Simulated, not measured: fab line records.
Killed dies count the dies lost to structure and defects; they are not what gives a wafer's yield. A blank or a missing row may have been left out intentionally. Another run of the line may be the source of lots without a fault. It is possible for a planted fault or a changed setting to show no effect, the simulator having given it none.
Which tool is to blame? | flow gf180mcu | 72 wafers from 24 lots sampled at 5 of the route's 602 steps

WHAT EACH GAUGE READ, for each wafer
GF_M3_CD_MEAS_14: target cd 280 nm. Usual: cd_nm at 280.0 nm, with a standard deviation of 0.97.
lot  | measured     | on        | cd_nm (nm)        | flag
L074 | day 21 10:54 | cd_sem-01 | 280.3 281.6 281.4 |
L075 | day 21 19:12 | cd_sem-01 | 281.1 280.6 279.7 |
L076 | day 22 08:09 | cd_sem-01 | 281.0 280.1 281.1 |
L077 | day 22 12:09 | cd_sem-02 | 279.3 278.7 279.6 |
L078 | day 22 21:39 | cd_sem-01 | 278.5 279.6 280.6 |
L079 | day 23 07:20 | cd_sem-02 | 281.7 281.0 281.4 |
L080 | day 23 16:50 | cd_sem-02 | 277.9 278.9 278.1 |
L081 | day 24 05:20 | cd_sem-02 | 281.5 279.8 280.2 |
L082 | day 24 10:52 | cd_sem-02 | 279.7 280.1 280.0 |
L083 | day 24 16:07 | cd_sem-02 | 280.5 280.3 280.5 |
L084 | day 25 01:35 | cd_sem-02 | 279.9 280.8 279.5 |
L085 | day 25 12:36 | cd_sem-01 | 278.9 278.0 278.4 |
L086 | day 25 17:46 | cd_sem-01 | 279.2 278.9 280.1 |
L087 | day 26 00:36 | cd_sem-02 | 280.5 281.0 279.9 |
L088 | day 26 07:04 | cd_sem-02 | 279.4 280.6 279.6 |
L089 | day 26 15:04 | cd_sem-02 | 280.4 281.5 280.0 |
L090 | day 26 20:30 | cd_sem-02 | 280.0 280.4 280.2 |
L091 | day 27 10:34 | cd_sem-01 | 281.0 279.6 279.9 |
L092 | day 27 11:52 | cd_sem-01 | 281.2 279.8 281.0 |
L093 | day 27 16:06 | cd_sem-01 | 277.7 278.9 279.5 |
L094 | day 27 21:49 | cd_sem-02 | 280.0 280.9 278.9 |
L095 | day 28 11:34 | cd_sem-01 | 281.1 280.2 280.5 |
L096 | day 28 15:35 | cd_sem-02 | 279.8 281.6 280.5 |
L097 | day 28 19:30 | cd_sem-01 | 281.1 279.9 279.4 |

GF_V3_CD_MEAS_14: target cd 260 nm. Usual: cd_nm at 260.1 nm, with a standard deviation of 1.2.
lot  | measured     | on        | cd_nm (nm)        | flag
L074 | day 22 12:04 | cd_sem-01 | 259.8 258.9 259.8 |
L075 | day 22 19:36 | cd_sem-01 | 262.0 261.5 263.2 |
L076 | day 23 08:12 | cd_sem-01 | 257.9 259.3 256.9 |
L077 | day 23 12:06 | cd_sem-01 | 261.4 260.4 260.9 |
L078 | day 23 21:45 | cd_sem-02 | 258.6 259.0 258.3 |
L079 | day 24 06:59 | cd_sem-02 | 259.7 259.7 259.6 |
L080 | day 24 16:47 | cd_sem-02 | 259.5 259.3 258.8 |
L081 | day 25 04:35 | cd_sem-02 | 261.0 260.4 261.0 |
L082 | day 25 09:58 | cd_sem-02 | 261.3 261.8 264.0 |
L083 | day 25 15:20 | cd_sem-01 | 260.0 258.7 259.9 |
L084 | day 25 23:26 | cd_sem-01 | 258.0 258.7 260.2 |
L085 | day 26 11:11 | cd_sem-01 | 261.5 262.8 261.5 |
L086 | day 26 15:57 | cd_sem-01 | 257.0 258.3 258.4 |
L087 | day 26 22:05 | cd_sem-01 | 260.2 260.7 259.7 |
L088 | day 27 05:01 | cd_sem-01 | 259.9 260.2 259.4 |
L089 | day 27 12:42 | cd_sem-01 | 260.1 258.9 260.2 |
L090 | day 27 18:06 | cd_sem-02 | 259.4 261.2 260.9 |
L091 | day 28 07:40 | cd_sem-01 | 259.7 260.1 259.5 |
L092 | day 28 09:20 | cd_sem-02 | 259.6 260.2 260.9 |
L093 | day 28 12:52 | cd_sem-02 | 260.0 259.4 258.5 |
L094 | day 28 18:43 | cd_sem-01 | 260.6 259.9 261.1 |
L095 | day 29 08:25 | cd_sem-02 | 261.4 260.2 261.0 |
L096 | day 29 12:11 | cd_sem-02 | 258.3 259.4 258.8 |
L097 | day 29 15:54 | cd_sem-01 | 261.8 261.3 261.0 |

GF_MIM_THK_MEAS_06. Usual: MIM_CVD_05_THK gives 42.1 nm (standard deviation 0.71).
lot  | measured     | on            | MIM_CVD_05_THK (nm) | flag
L074 | day 24 13:25 | film_metro-03 | 42.7 41.3 41.6      |
L075 | day 24 20:25 | film_metro-03 | 42.3 43.6 42.8      |
L076 | day 25 08:28 | film_metro-01 | 41.4 43.4 43.1      |
L077 | day 25 13:21 | film_metro-04 | 42.6 41.2 42.8      |
L078 | day 25 22:37 | film_metro-04 | 41.6 42.2 43.3      |
L079 | day 26 06:19 | film_metro-03 | 42.6 43.3 42.4      |
L080 | day 26 15:26 | film_metro-03 | 42.3 42.7 43.1      |
L081 | day 27 02:09 | film_metro-01 | 41.5 42.8 41.6      |
L082 | day 27 07:41 | film_metro-01 | 40.6 41.3 42.0      |
L083 | day 27 12:33 | film_metro-01 | 41.7 41.5 42.4      |
L084 | day 27 22:13 | film_metro-03 | 42.0 40.7 42.5      |
L085 | day 28 08:42 | film_metro-04 | 41.6 41.7 42.1      |
L086 | day 28 13:48 | film_metro-03 | 41.9 41.4 43.0      |
L087 | day 28 18:37 | film_metro-03 | 42.3 42.2 41.2      |
L088 | day 29 02:23 | film_metro-03 | 42.3 42.1 42.8      |
L089 | day 29 09:20 | film_metro-01 | 41.5 42.2 42.4      |
L090 | day 29 14:52 | film_metro-01 | 40.8 42.1 43.0      |
L091 | day 30 03:40 | film_metro-03 | 41.2 41.6 42.9      |
L092 | day 30 04:37 | film_metro-03 | 41.7 42.5 41.2      |
L093 | day 30 08:43 | film_metro-01 | 43.1 41.5 43.4      |
L094 | day 30 13:13 | film_metro-01 | 42.8 42.0 43.3      |
L095 | day 31 02:23 | film_metro-03 | 41.9 42.2 43.6      |
L096 | day 31 05:33 | film_metro-04 | 41.0 41.6 42.7      |
L097 | day 31 09:24 | film_metro-04 | 41.9 40.0 42.6      |

EACH LOT AND THE TOOL THAT RAN IT (in order: tool; ch and the chambers of the sampled wafers; start)
lot  | GF_STI_ETCH_13                    | GF_M3_SPUTTER_00
L074 | rie_diel-04 ch 2,3, day 2 03:52   | pvd_sputter-04, day 20 10:13
L075 | rie_diel-04 ch 1,2,3, day 2 07:32 | pvd_sputter-02, day 20 19:10
L076 | rie_diel-04 ch 2,3, day 2 11:29   | pvd_sputter-04, day 21 08:25
L077 | rie_diel-04 ch 0,1,2, day 2 16:20 | pvd_sputter-04, day 21 12:37
L078 | rie_diel-02 ch 0,1, day 3 00:22   | pvd_sputter-03, day 21 22:21
L079 | rie_diel-02 ch 0,3, day 3 02:37   | pvd_sputter-04, day 22 07:58
L080 | rie_diel-04 ch 0,1,2, day 3 09:10 | pvd_sputter-04, day 22 18:13
L081 | rie_diel-03 ch 1,2,3, day 3 13:38 | pvd_sputter-02, day 23 06:39
L082 | rie_diel-03 ch 0,1, day 3 18:28   | pvd_sputter-04, day 23 12:40
L083 | rie_diel-03 ch 1,2,3, day 3 23:28 | pvd_sputter-02, day 23 17:57
L084 | rie_diel-02 ch 0,1,2, day 4 04:29 | pvd_sputter-02, day 24 03:13
L085 | rie_diel-03 ch 0,1,3, day 4 11:40 | pvd_sputter-02, day 24 15:16
L086 | rie_diel-04 ch 0,3, day 4 14:53   | pvd_sputter-02, day 24 20:25
L087 | rie_diel-03 ch 0,2,3, day 4 20:13 | pvd_sputter-02, day 25 03:07
L088 | rie_diel-04 ch 0,2,3, day 5 01:40 | pvd_sputter-03, day 25 09:37
L089 | rie_diel-04 ch 1,2, day 5 06:26   | pvd_sputter-04, day 25 18:27
L090 | rie_diel-04 ch 0,1,3, day 5 11:43 | pvd_sputter-04, day 25 23:29
L091 | rie_diel-03 ch 0,2,3, day 5 16:38 | pvd_sputter-02, day 26 14:09
L092 | rie_diel-03 ch 0,2,3, day 5 21:22 | pvd_sputter-04, day 26 15:57
L093 | rie_diel-04 ch 0,2,3, day 6 03:52 | pvd_sputter-03, day 26 19:56
L094 | rie_diel-03 ch 0,1,3, day 6 07:52 | pvd_sputter-04, day 27 01:34
L095 | rie_diel-04 ch 1,2,3, day 6 14:25 | pvd_sputter-02, day 27 15:54
L096 | rie_diel-04 ch 0,3, day 6 19:53   | pvd_sputter-02, day 27 19:14
L097 | rie_diel-02 ch 0,2, day 7 00:20   | pvd_sputter-04, day 27 23:49
- GF_STI_ETCH_13: etches the open film in CHF3/O2, stops on Si, target depth 282.31 nm, time 112.9 s.
- GF_M3_SPUTTER_00: material Ti, target thk 37.5 nm, time 150 s.

WHAT THE TOOLS THEMSELVES READ (means of the sampled wafers that have a number; where no wafer has one, the mark that the record gives instead)
GF_STI_ETCH_13. Usual: chf3_flow_sccm 50.00 sccm, standard deviation 0.16; drypump_motor_current_A 5.9 A, standard deviation 0.43; oes_product_au 0.833 a.u., standard deviation 0.0057; rf_fwd_power_W 596.6 W, standard deviation 2; throttle_valve_pct 8.812 %, standard deviation 0.01.
lot  | tool        | chf3_flow_sccm (sccm) | drypump_motor_current_A (A) | oes_product_au (a.u.) | rf_fwd_power_W (W) | throttle_valve_pct (%) | flag
L074 | rie_diel-04 | 50.17                 | 5.5                         | 0.835                 | 597.6              | 8.822                  |
L075 | rie_diel-04 | 49.89                 | 5.6                         | 0.831                 | 597.7              | 8.807                  |
L076 | rie_diel-04 | 50.00                 | 5.5                         | 0.823                 | 598.5              | 8.807                  |
L077 | rie_diel-04 | 49.94                 | 5.5                         | 0.831                 | 597.6              | 8.814                  |
L078 | rie_diel-02 | 50.22                 | 5.5                         | 0.838                 | 597.8              | 8.815                  |
L079 | rie_diel-02 | 50.15                 | 5.9                         | 0.829                 | 593.9              | 8.804                  |
L080 | rie_diel-04 | 49.91                 | 5.5                         | 0.838                 | 598.3              | 8.806                  |
L081 | rie_diel-03 | 49.88                 | 6.2                         | 0.831                 | 596.7              | 8.810                  |
L082 | rie_diel-03 | 49.95                 | 6.5                         | 0.832                 | 595.0              | 8.814                  |
L083 | rie_diel-03 | 49.93                 | 6.2                         | 0.831                 | 596.0              | 8.807                  |
L084 | rie_diel-02 | 50.07                 | 5.7                         | 0.835                 | 595.9              | 8.807                  |
L085 | rie_diel-03 | 49.95                 | 6.3                         | 0.828                 | 596.1              | 8.802                  |
L086 | rie_diel-04 | 49.95                 | 5.7                         | 0.832                 | 597.4              | 8.820                  |
L087 | rie_diel-03 | 50.07                 | 6.3                         | 0.837                 | 593.8              | 8.806                  |
L088 | rie_diel-04 | 49.87                 | 5.6                         | 0.842                 | 598.2              | 8.816                  |
L089 | rie_diel-04 | 49.91                 | 5.5                         | 0.834                 | 596.9              | 8.808                  |
L090 | rie_diel-04 | 50.01                 | 5.7                         | 0.828                 | 596.3              | 8.810                  |
L091 | rie_diel-03 | 50.18                 | 6.4                         | 0.834                 | 595.1              | 8.804                  |
L092 | rie_diel-03 | 49.97                 | 6.3                         | 0.833                 | 596.4              | 8.809                  |
L093 | rie_diel-04 | 50.00                 | 5.5                         | 0.836                 | 595.8              | 8.812                  |
L094 | rie_diel-03 | 49.96                 | 6.3                         | 0.837                 | 597.7              | 8.821                  |
L095 | rie_diel-04 | 50.03                 | 5.5                         | 0.836                 | 596.4              | 8.805                  |
L096 | rie_diel-04 | 49.99                 | 5.7                         | 0.835                 | 596.0              | 8.804                  |
L097 | rie_diel-02 | 49.97                 | 5.7                         | 0.838                 | 596.6              | 8.811                  |

GF_M3_SPUTTER_00. Usual: throttle_valve_pct at 29.4 %, with a standard deviation of 0.88.
lot  | tool           | throttle_valve_pct (%) | flag
L074 | pvd_sputter-04 | 28.7                   |
L075 | pvd_sputter-02 | 29.7                   |
L076 | pvd_sputter-04 | 29.7                   |
L077 | pvd_sputter-04 | 29.2                   |
L078 | pvd_sputter-03 | 30.2                   |
L079 | pvd_sputter-04 | 28.9                   |
L080 | pvd_sputter-04 | 29.8                   |
L081 | pvd_sputter-02 | 29.7                   |
L082 | pvd_sputter-04 | 29.5                   |
L083 | pvd_sputter-02 | 29.6                   |
L084 | pvd_sputter-02 | 29.6                   |
L085 | pvd_sputter-02 | 29.6                   |
L086 | pvd_sputter-02 | 29.6                   |
L087 | pvd_sputter-02 | 29.4                   |
L088 | pvd_sputter-03 | 29.4                   |
L089 | pvd_sputter-04 | 29.0                   |
L090 | pvd_sputter-04 | 30.1                   |
L091 | pvd_sputter-02 | 29.6                   |
L092 | pvd_sputter-04 | 29.7                   |
L093 | pvd_sputter-03 | 30.0                   |
L094 | pvd_sputter-04 | 29.0                   |
L095 | pvd_sputter-02 | 29.6                   |
L096 | pvd_sputter-02 | 29.3                   |
L097 | pvd_sputter-04 | 30.0                   |

THE ANSWER, worked out from the rows above alone
Rule: lot off if the mean of its wafers having a number is beyond 3 standard deviations from the usual mean. A lot without any number at a reading at which 4 lots or more have one is off too. Where the step has rows for the other lots, those lots are counted as sound. After the gauges, taken in route order, come the tools' own readings; for these a lot's mean is taken, as printed above. The first step at which some lot is off is used, and at that step the reading that is off furthest; a lot without a number counts as furthest.
None of the lots is off at any reading shown; this tells nothing.

WHAT THE SIMULATOR HAD INSERTED
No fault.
